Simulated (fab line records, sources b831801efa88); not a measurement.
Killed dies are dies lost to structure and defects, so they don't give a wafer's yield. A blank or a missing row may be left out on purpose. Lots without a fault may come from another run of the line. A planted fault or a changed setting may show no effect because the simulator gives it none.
Which tool did it? | flow gf180mcu | 13 lots, 39 wafers sampled, at 5 steps of a route of 602

WHAT THE GAUGES READ, wafer by wafer
GF_NWELL_OVL_MEAS_07. Usual: NWELL_OVL 0.8 nm, standard deviation 1.6.
lot  | measured    | on         | NWELL_OVL (nm) | flag
L749 | day 3 10:38 | overlay-02 | 3.1 3.1 4.3    |
L751 | day 3 16:32 | overlay-01 | -0.2 -2.1 -2.8 |
L753 | day 4 09:49 | overlay-01 | 0.8 2.4 2.6    |
L758 | day 5 09:11 | overlay-02 | -0.1 1.6 0.5   |
L760 | day 5 19:54 | overlay-01 | -0.4 -0.1 1.4  |
L765 | day 6 22:04 | overlay-02 | -0.3 -3.3 -0.4 |
L766 | day 7 05:20 | overlay-01 | 0.6 1.6 0.9    |
L767 | day 7 19:08 | overlay-01 | -1.9 0.8 0.0   |
L768 | day 8 01:14 | overlay-02 | -0.8 0.7 2.0   |
L769 | day 8 02:23 | overlay-02 | 1.5 2.2 3.3    |
L770 | day 8 06:28 | overlay-02 | -0.5 1.7 -0.5  |
L771 | day 8 11:37 | overlay-02 | 0.8 0.1 0.7    |
L772 | day 8 18:22 | overlay-02 | 2.6 1.2 4.7    |

GF_PSD_RS_MEAS_14: measures by four-point-probe. Usual: NSD_RS 46.12 ohm/sq, standard deviation 0.081.
lot  | measured     | on            | NSD_RS (ohm/sq)                     | flag
L749 | day 14 07:08 | film_metro-03 | 46.07 46.04 46.06                   |
L751 | day 14 14:47 | film_metro-04 | 46.15 46.10 46.04                   |
L753 | day 15 17:56 | film_metro-03 | 46.16 46.06 46.03                   |
L758 | day 17 08:50 | film_metro-03 | 48.91 49.07 48.92 48.86 49.00 48.92 | OFF
L760 | day 18 05:25 | film_metro-01 | 48.69 48.71 48.78 48.77 48.65 48.73 | OFF
L765 | day 19 20:58 | film_metro-04 | 46.25 46.18 46.17                   |
L766 | day 20 06:51 | film_metro-03 | 46.14 46.03 46.14                   |
L767 | day 21 06:07 | film_metro-03 | 46.20 46.19 46.14                   |
L768 | day 21 15:13 | film_metro-01 | 46.14 46.13 46.07                   |
L769 | day 21 18:05 | film_metro-01 | 46.11 46.03 46.09                   |
L770 | day 21 22:22 | film_metro-03 | 46.01 46.13 46.17                   |
L771 | day 22 02:47 | film_metro-01 | 46.05 46.12 46.17                   |
L772 | day 22 10:01 | film_metro-01 | 45.98 46.11 46.09                   |

GF_PSD_RS_MEAS_15: measures by four-point-probe. Usual: PSD_RS 108.52 ohm/sq, standard deviation 0.26.
lot  | measured     | on            | PSD_RS (ohm/sq)                           | flag
L749 | day 14 07:15 | film_metro-03 | 108.35 108.23 108.42                      |
L751 | day 14 14:54 | film_metro-04 | 108.84 108.81 108.64                      |
L753 | day 15 18:04 | film_metro-03 | 108.44 108.43 108.44                      |
L758 | day 17 11:23 | film_metro-03 | 122.84 122.96 122.79 122.87 122.99 123.00 | OFF
L760 | day 18 07:55 | film_metro-01 | 122.54 122.49 122.16 122.79 122.47 122.32 | OFF
L765 | day 19 21:05 | film_metro-04 | 108.55 108.30 108.81                      |
L766 | day 20 06:58 | film_metro-03 | 108.34 108.11 108.82                      |
L767 | day 21 06:14 | film_metro-03 | 108.30 108.46 108.82                      |
L768 | day 21 15:20 | film_metro-01 | 108.49 108.47 108.48                      |
L769 | day 21 18:13 | film_metro-01 | 108.43 108.31 108.19                      |
L770 | day 21 22:29 | film_metro-03 | 108.87 108.61 108.72                      |
L771 | day 22 02:54 | film_metro-01 | 108.60 108.60 108.71                      |
L772 | day 22 10:08 | film_metro-01 | 108.50 108.33 107.99                      |

GF_V1_BOW_MEAS_05. Usual: V1_BOW 82 um, standard deviation 8.2.
lot  | measured     | on            | V1_BOW (um) | flag
L749 | day 17 03:46 | film_metro-04 | 83 72 67    |
L751 | day 17 13:29 | film_metro-02 | 94 71 86    |
L753 | day 18 18:05 | film_metro-02 | 77 80 70    |
L765 | day 23 00:05 | film_metro-02 | 84 76 82    |
L766 | day 23 10:18 | film_metro-03 | 84 82 91    |
L767 | day 24 06:59 | film_metro-02 | 72 88 82    |
L768 | day 24 16:13 | film_metro-03 | 81 82 84    |
L769 | day 24 18:28 | film_metro-04 | 85 78 77    |
L770 | day 24 22:24 | film_metro-03 | 86 90 84    |
L771 | day 25 02:48 | film_metro-04 | 69 74 85    |
L772 | day 25 08:37 | film_metro-04 | 77 85 74    |

WHICH TOOL RAN EACH LOT (tool, then ch and the chambers of the sampled wafers, then the start)
lot  | GF_PSD_RTA_13
L749 | rtp_anneal-01 ch 0, day 14 07:02
L751 | rtp_anneal-01 ch 0, day 14 14:41
L753 | rtp_anneal-02 ch 0, day 15 17:52
L758 | rtp_anneal-01 ch 0, day 17 08:44
L760 | rtp_anneal-01 ch 0, day 18 05:19
L765 | rtp_anneal-02 ch 0, day 19 20:53
L766 | rtp_anneal-02 ch 0, day 20 06:45
L767 | rtp_anneal-02 ch 0, day 21 06:02
L768 | rtp_anneal-02 ch 0, day 21 15:07
L769 | rtp_anneal-01 ch 0, day 21 18:01
L770 | rtp_anneal-01 ch 0, day 21 22:16
L771 | rtp_anneal-01 ch 0, day 22 02:42
L772 | rtp_anneal-02 ch 0, day 22 09:56
- GF_PSD_RTA_13: time 20 s.

WHAT THE TOOLS THEMSELVES READ (means of the sampled wafers that have a number; where no wafer has one, the mark that the record gives instead)
GF_PSD_RTA_13. Usual: lamp_power_pct 35.5 %, standard deviation 1.4; wafer_temp_C_max 1029.3, standard deviation 0.97.
lot  | tool          | lamp_power_pct (%) | wafer_temp_C_max | flag
L749 | rtp_anneal-01 | 34.1               | 1029.6           |
L751 | rtp_anneal-01 | 34.1               | 1030.4           |
L753 | rtp_anneal-02 | 36.9               | 1029.9           |
L758 | rtp_anneal-01 | 32.1               | 1008.1           | OFF
L760 | rtp_anneal-01 | 32.1               | 1008.4           | OFF
L765 | rtp_anneal-02 | 36.9               | 1028.1           |
L766 | rtp_anneal-02 | 36.9               | 1028.5           |
L767 | rtp_anneal-02 | 36.9               | 1028.9           |
L768 | rtp_anneal-02 | 36.9               | 1028.8           |
L769 | rtp_anneal-01 | 34.1               | 1029.8           |
L770 | rtp_anneal-01 | 34.1               | 1029.9           |
L771 | rtp_anneal-01 | 34.1               | 1029.1           |
L772 | rtp_anneal-02 | 36.9               | 1028.3           |

THE ANSWER, worked out from the rows above alone
Rule: a lot is off if the mean of its wafers that have a number lies more than 3 standard deviations from the usual mean. A lot without any number at a reading at which 4 lots or more have one is off too. The other lots that the step has rows for count as sound. The gauges are gone through in route order, then the tools' own readings, and for those a lot's mean is taken as printed above. The first step at which some lot is off is used, and at that step the reading that is off furthest; a lot without a number counts as furthest.
Off: L758, L760, at GF_PSD_RS_MEAS_14 (NSD_RS).
A tool fits if, at a process step before that reading, it ran every lot that is off, and no sound lot after the first of them. The gauges at GF_PSD_RS_MEAS_14 aren't tried: what is off there is off at GF_PSD_RTA_13 too, on other tools, and a gauge's error can't cause that. None of those tried fits.

WHAT THE SIMULATOR HAD PUT IN
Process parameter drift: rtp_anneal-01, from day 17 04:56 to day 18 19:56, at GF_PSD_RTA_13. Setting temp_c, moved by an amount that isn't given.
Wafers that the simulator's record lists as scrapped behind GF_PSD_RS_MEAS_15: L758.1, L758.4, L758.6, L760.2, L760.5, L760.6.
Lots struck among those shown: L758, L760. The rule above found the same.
